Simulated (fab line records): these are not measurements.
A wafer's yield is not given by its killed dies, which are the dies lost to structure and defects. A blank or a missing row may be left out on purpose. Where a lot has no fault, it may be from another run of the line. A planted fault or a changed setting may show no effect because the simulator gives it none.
fab line records :: flow sfqLine
record
  lots=14
  wafers=42
  lastDay=89
route steps=325 shown I4@175
lots untouched by any fault: they come from a run of this same line in which no faults occurred
startH: start of the lot's first displayed wafer, in hours after the record's first day :: waitH: how many hours have passed since the lot's step before this one :: " identical to the entry in the row above :: L1.1+2: a single row standing in for several wafers :: - no value, or no start given :: * or withheld: withheld :: < > ~ a bound
route shown NAME@n: a module of which the file shows steps, and the number in the route of the first :: usual: mean/standard deviation taken from wafers without a fault :: same: alike in all rows :: chamber/n: place in a boat :: sites: per-site readings :: _std_site: the standard deviation of these :: _edge_site: inner sites' mean taken away from outer sites' mean :: radiusMm: how far each site lies from the wafer's centre :: mask NAME#n: copy n :: behind: the last tool/chamber to shape the wafer :: hold: the reason the lot was held/the length of the hold in hours/how it ended :: device: transistor that didn't switch, given as n, p or np :: end of line: the same wafers' tests at the end of the route :: where a step has no rows: the recipe by itself :: killed: dies that structure and defects cost at the first sort, which is not the same as the wafer's yield :: map: shows each die of a wafer: x if killed, . if not, _ if none is there
set.NAME: setting as actually run; set.NAME@STEP: the setting as run at that earlier step :: model.NAME: the simulator's own value behind a step, which no gauge read
a sample of lots followed through the steps of the route, with each step as a table and each wafer as a row
services: from which hour (startH, from the record's first day; less than 0 if before it) a tool's chamber was out of use, for how many hours, and why
## steps
# step SFQ_TRILAYER_I4_VIA_ETCH_VIA_ETCH_106
# recipe
  target=SiO2
  stopOn=Nb
  maskMaterial=PR
  taperDeg=20
  chemistry=CHF3
  targetDepthNm=260
  sourceW=500
  biasW=80
  pressureMtorr=30
  timeS=withheld
# usual
  drypumpMotorCurrentA=6.0/0.52
  oesProductAu=0.855/0.0051
  rfFwdPowerW=498.1/1.4
lot.wafer: L218.1
tool: rieDiel-02
chamber: 1
startH: 866.70
waitH: 0.0
drypumpMotorCurrentA: 6.3
oesProductAu: 0.852
rfFwdPowerW: 500.1

lot.wafer: L218.2
tool: rieDiel-02
chamber: 2
startH: 866.70
waitH: 0.0
drypumpMotorCurrentA: 6.0
oesProductAu: 0.857
rfFwdPowerW: 498.6

lot.wafer: L218.6
tool: rieDiel-02
chamber: 2
startH: 866.70
waitH: 0.0
drypumpMotorCurrentA: 6.0
oesProductAu: 0.853
rfFwdPowerW: 497.4

lot.wafer: L219.1
tool: rieDiel-04
chamber: 3
startH: 1016.06
waitH: 0.0
drypumpMotorCurrentA: 6.7
oesProductAu: 0.855
rfFwdPowerW: 497.4

lot.wafer: L219.4
tool: rieDiel-04
chamber: 2
startH: 1016.06
waitH: 0.0
drypumpMotorCurrentA: 6.4
oesProductAu: 0.857
rfFwdPowerW: 497.7

lot.wafer: L219.5
tool: rieDiel-04
chamber: 0
startH: 1016.06
waitH: 0.0
drypumpMotorCurrentA: 6.3
oesProductAu: 0.847
rfFwdPowerW: 495.6

lot.wafer: L220.1
tool: rieDiel-03
chamber: 3
startH: 1018.46
waitH: 0.0
drypumpMotorCurrentA: 6.1
oesProductAu: 0.850
rfFwdPowerW: 497.3

lot.wafer: L220.4
tool: rieDiel-03
chamber: 1
startH: 1018.46
waitH: 0.0
drypumpMotorCurrentA: 6.3
oesProductAu: 0.849
rfFwdPowerW: 496.6

lot.wafer: L220.6
tool: rieDiel-03
chamber: 0
startH: 1018.46
waitH: 0.0
drypumpMotorCurrentA: 5.0
oesProductAu: 0.858
rfFwdPowerW: 497.7

lot.wafer: L222.3
tool: rieDiel-02
chamber: 0
startH: 1020.86
waitH: 0.0
drypumpMotorCurrentA: 6.1
oesProductAu: 0.854
rfFwdPowerW: 499.2

lot.wafer: L222.4
tool: rieDiel-02
chamber: 1
startH: 1020.86
waitH: 0.0
drypumpMotorCurrentA: 6.3
oesProductAu: 0.861
rfFwdPowerW: 498.1

lot.wafer: L222.6
tool: rieDiel-02
chamber: 3
startH: 1020.86
waitH: 0.0
drypumpMotorCurrentA: 5.6
oesProductAu: 0.856
rfFwdPowerW: 497.4

lot.wafer: L224.1
tool: rieDiel-02
chamber: 3
startH: 1206.81
waitH: 0.0
drypumpMotorCurrentA: 5.6
oesProductAu: 0.858
rfFwdPowerW: 497.2

lot.wafer: L224.2
tool: rieDiel-02
chamber: 2
startH: 1206.81
waitH: 0.0
drypumpMotorCurrentA: 6.0
oesProductAu: 0.856
rfFwdPowerW: 498.6

lot.wafer: L224.4
tool: rieDiel-02
chamber: 0
startH: 1206.81
waitH: 0.0
drypumpMotorCurrentA: 6.1
oesProductAu: 0.864
rfFwdPowerW: 497.2

lot.wafer: L225.4
tool: rieDiel-02
chamber: 1
startH: 1232.94
waitH: 0.0
drypumpMotorCurrentA: 6.3
oesProductAu: 0.847
rfFwdPowerW: 497.0

lot.wafer: L225.5
tool: rieDiel-02
chamber: 2
startH: 1232.94
waitH: 0.0
drypumpMotorCurrentA: 6.0
oesProductAu: 0.859
rfFwdPowerW: 496.8

lot.wafer: L225.6
tool: rieDiel-02
chamber: 3
startH: 1232.94
waitH: 0.0
drypumpMotorCurrentA: 5.6
oesProductAu: 0.856
rfFwdPowerW: 496.5

lot.wafer: L226.2
tool: rieDiel-02
chamber: 3
startH: 1240.14
waitH: 0.0
drypumpMotorCurrentA: 5.6
oesProductAu: 0.868
rfFwdPowerW: 496.8

lot.wafer: L226.3
tool: rieDiel-02
chamber: 2
startH: 1240.14
waitH: 0.0
drypumpMotorCurrentA: 6.0
oesProductAu: 0.860
rfFwdPowerW: 500.7

lot.wafer: L226.4
tool: rieDiel-02
chamber: 0
startH: 1240.14
waitH: 0.0
drypumpMotorCurrentA: 6.1
oesProductAu: 0.854
rfFwdPowerW: 498.4

lot.wafer: L229.2
tool: rieDiel-04
chamber: 0
startH: 1264.19
waitH: 0.0
drypumpMotorCurrentA: 6.3
oesProductAu: 0.852
rfFwdPowerW: 493.7

lot.wafer: L229.4
tool: rieDiel-04
chamber: 2
startH: 1264.19
waitH: 0.0
drypumpMotorCurrentA: 6.5
oesProductAu: 0.854
rfFwdPowerW: 498.1

lot.wafer: L229.6
tool: rieDiel-04
chamber: 0
startH: 1264.19
waitH: 0.0
drypumpMotorCurrentA: 6.3
oesProductAu: 0.846
rfFwdPowerW: 496.4

lot.wafer: L234.2
tool: rieDiel-02
chamber: 2
startH: 1308.50
waitH: 0.0
drypumpMotorCurrentA: 6.0
oesProductAu: 0.855
rfFwdPowerW: 498.9

lot.wafer: L234.3
tool: rieDiel-02
chamber: 1
startH: 1308.50
waitH: 0.0
drypumpMotorCurrentA: 6.3
oesProductAu: 0.859
rfFwdPowerW: 496.0

lot.wafer: L234.5
tool: rieDiel-02
chamber: 1
startH: 1308.50
waitH: 0.0
drypumpMotorCurrentA: 6.3
oesProductAu: 0.864
rfFwdPowerW: 499.1

lot.wafer: L235.1
tool: rieDiel-04
chamber: 3
startH: 1334.89
waitH: 0.0
drypumpMotorCurrentA: 6.7
oesProductAu: 0.855
rfFwdPowerW: 499.4

lot.wafer: L235.4
tool: rieDiel-04
chamber: 2
startH: 1334.89
waitH: 0.0
drypumpMotorCurrentA: 6.5
oesProductAu: 0.859
rfFwdPowerW: 496.2

lot.wafer: L235.5
tool: rieDiel-04
chamber: 2
startH: 1334.89
waitH: 0.0
drypumpMotorCurrentA: 6.5
oesProductAu: 0.845
rfFwdPowerW: 498.4

lot.wafer: L236.2
tool: rieDiel-02
chamber: 2
startH: 1337.29
waitH: 0.0
drypumpMotorCurrentA: 6.0
oesProductAu: 0.850
rfFwdPowerW: 419.8

lot.wafer: L236.4
tool: rieDiel-02
chamber: 1
startH: 1337.29
waitH: 0.0
drypumpMotorCurrentA: 6.3
oesProductAu: 0.860
rfFwdPowerW: 498.6

lot.wafer: L236.6
tool: rieDiel-02
chamber: 3
startH: 1337.29
waitH: 0.0
drypumpMotorCurrentA: 5.6
oesProductAu: 0.849
rfFwdPowerW: 497.9

lot.wafer: L237.1
tool: rieDiel-02
chamber: 0
startH: 1349.28
waitH: 0.0
drypumpMotorCurrentA: 6.1
oesProductAu: 0.855
rfFwdPowerW: 497.6

lot.wafer: L237.2
tool: rieDiel-02
chamber: 2
startH: 1349.28
waitH: 0.0
drypumpMotorCurrentA: 6.0
oesProductAu: 0.853
rfFwdPowerW: 418.2

lot.wafer: L237.5
tool: rieDiel-02
chamber: 1
startH: 1349.28
waitH: 0.0
drypumpMotorCurrentA: 6.3
oesProductAu: 0.849
rfFwdPowerW: 499.6

lot.wafer: L239.1
tool: rieDiel-04
chamber: 2
startH: 1360.08
waitH: 0.0
drypumpMotorCurrentA: 6.4
oesProductAu: 0.852
rfFwdPowerW: 498.1

lot.wafer: L239.3
tool: rieDiel-04
chamber: 3
startH: 1360.08
waitH: 0.0
drypumpMotorCurrentA: 6.7
oesProductAu: 0.854
rfFwdPowerW: 499.0

lot.wafer: L239.6
tool: rieDiel-04
chamber: 2
startH: 1360.08
waitH: 0.0
drypumpMotorCurrentA: 6.4
oesProductAu: 0.846
rfFwdPowerW: 497.0

lot.wafer: L241.2
tool: rieDiel-04
chamber: 0
startH: 1375.24
waitH: 0.0
drypumpMotorCurrentA: 6.3
oesProductAu: 0.858
rfFwdPowerW: 495.6

lot.wafer: L241.4
tool: rieDiel-04
chamber: 2
startH: 1375.24
waitH: 0.0
drypumpMotorCurrentA: 6.4
oesProductAu: 0.853
rfFwdPowerW: 495.3

lot.wafer: L241.5
tool: rieDiel-04
chamber: 3
startH: 1375.24
waitH: 0.0
drypumpMotorCurrentA: 6.7
oesProductAu: 0.860
rfFwdPowerW: 497.9
## services
tool: rieDiel-04
chamber: -
startH: 859.38
hours: 28.1
kind: pm

tool: rieDiel-04
chamber: -
startH: 897.45
hours: 0.4
kind: repair

tool: rieDiel-02
chamber: 2
startH: 900.22
hours: 10.0
kind: repair

tool: rieDiel-04
chamber: 1
startH: 900.31
hours: 5.4
kind: repair

tool: rieDiel-03
chamber: -
startH: 910.79
hours: 14.6
kind: pm

tool: rieDiel-02
chamber: 2
startH: 980.26
hours: 7.7
kind: repair

tool: rieDiel-02
chamber: 2
startH: 991.30
hours: 2.3
kind: repair

tool: rieDiel-03
chamber: -
startH: 1033.76
hours: 2.5
kind: repair

tool: rieDiel-03
chamber: 2
startH: 1041.28
hours: 2.4
kind: repair

tool: rieDiel-04
chamber: 2
startH: 1045.09
hours: 3.6
kind: repair

tool: rieDiel-02
chamber: 0
startH: 1107.75
hours: 3.4
kind: repair

tool: rieDiel-03
chamber: -
startH: 1111.44
hours: 4.0
kind: pm

tool: rieDiel-02
chamber: 2
startH: 1113.61
hours: 5.4
kind: repair

tool: rieDiel-03
chamber: 2
startH: 1128.52
hours: 16.6
kind: repair

tool: rieDiel-03
chamber: -
startH: 1134.17
hours: 0.7
kind: repair

tool: rieDiel-03
chamber: 3
startH: 1153.86
hours: 5.1
kind: repair

tool: rieDiel-04
chamber: 0
startH: 1198.03
hours: 4.2
kind: repair

tool: rieDiel-02
chamber: 1
startH: 1210.00
hours: 6.5
kind: repair

tool: rieDiel-04
chamber: 1
startH: 1243.44
hours: 23.4
kind: repair

tool: rieDiel-04
chamber: 3
startH: 1285.39
hours: 8.0
kind: repair

tool: rieDiel-04
chamber: 2
startH: 1288.32
hours: 5.5
kind: repair

tool: rieDiel-02
chamber: 0
startH: 1291.56
hours: 1.2
kind: repair

tool: rieDiel-03
chamber: 0
startH: 1369.90
hours: 3.2
kind: repair

tool: rieDiel-02
chamber: -
startH: 1373.36
hours: 2.8
kind: pm
## key
firstSign
  step=SFQ_TRILAYER_I4_VIA_ETCH_VIA_ETCH_106
  reading=rfFwdPowerW
  direction=down
  sigmas=55
  usual=498.1
  struck=419.0
effect none on later readings
metAt SFQ_TRILAYER_I4_VIA_ETCH_VIA_ETCH_106
struckLots L236,L237
struckWafers L236.2,L237.2
onsetBetween 1308.50 1337.29
fault
  kind=processParameterDrift
  tool=rieDiel-02
  chamber=2
  onsetH=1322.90
  steps=SFQ_TRILAYER_I4_VIA_ETCH_VIA_ETCH_106
  channel=sourceW
  offset=-80
  shape=step
  endH=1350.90
  actsIn=theseRecipesOnly
  stated=500
